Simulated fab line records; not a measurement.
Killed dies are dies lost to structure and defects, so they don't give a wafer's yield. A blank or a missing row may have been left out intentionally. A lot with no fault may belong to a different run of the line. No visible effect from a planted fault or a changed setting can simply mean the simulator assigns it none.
The same fault as seen by 2 desks    flow gf180mcu    every desk sees just its own numbers, and what lay behind them comes last

## AT THE METROLOGY DESK
Means of the sampled wafers that have a number, per lot and without regard to the tool the lot ran on: this is what the gauges read. A lot is out of limits, marked OUT, if its mean lies more than 4 standard deviations from the usual mean; the brackets give that distance.
Columns: A = VT_IMPLANT_02_OVL at GF_VT_IMPLANT_OVL_MEAS_29, usual -1.0 nm; B = VT_IMPLANT_3_TW at GF_VT_IMPLANT_TW_MEAS_32, usual 267.9; C = VT_IMPLANT_03_OVL at GF_VT_IMPLANT_OVL_MEAS_40, usual -0.8 nm; D = VT_IMPLANT_4_TW at GF_VT_IMPLANT_TW_MEAS_43, usual 686
lot   first seen here  A     B      C     D
L330  day 6 21:05      -0.5  267.7  -2.1  685
L333  day 7 13:29      -2.8  267.2  -0.7  684
L334  day 9 13:26      -3.8  270.8  -0.1  688
L336  day 9 18:21      -2.7  266.7  -0.6  681
L346  day 11 22:51     0.8   267.6  -1.9  686
Finding of this desk: none of the 5 lots has anything out of limits.

## FOR THE TOOL OWNER'S DESK: lithoTrack-01
Per lot that ran on this tool, the mean of the sampled wafers carrying a number, from the tool's own readings at GF_VT_IMPLANT_SOFTBAKE_36 (time 60 s). A lot is out of limits, marked OUT, if its mean lies more than 4 standard deviations from the usual mean; the brackets give that distance.
Columns: A = heaterPowerTotalW at GF_VT_IMPLANT_SOFTBAKE_36, usual 56.60 W; B = resistLineTempC at GF_VT_IMPLANT_SOFTBAKE_36, usual 23.03 C; C = runLengthS at GF_VT_IMPLANT_SOFTBAKE_36, usual 88.96 s
lot   first seen here  A                B      C
L333  day 7 21:17      56.59            22.96  88.99
L346  day 12 09:01     60.81 (+92) OUT  22.93  77.92 (-79) OUT
This desk finds L346 out of limits, L346 being first, at day 12 09:01 (heaterPowerTotalW at GF_VT_IMPLANT_SOFTBAKE_36). Within limits: L333.

## PUT TOGETHER
The tool owner's desk had the chance to raise an alarm at day 12 09:01 on L346.
Metrology desk: nothing out of limits seen.
The metrology desk holds a record of L346, inside its limits.
All the named lots went through GF_VT_IMPLANT_SOFTBAKE_36 on lithoTrack-01.

## WHAT HAD BEEN PUT IN BY THE SIMULATOR
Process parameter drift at GF_VT_IMPLANT_SOFTBAKE_36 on lithoTrack-01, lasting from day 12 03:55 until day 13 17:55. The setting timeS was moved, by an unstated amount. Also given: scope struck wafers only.
Shown lots that were struck: L346.
Delay in hours, fault start to first out-of-limits reading, by desk: the tool owner's desk at 5.
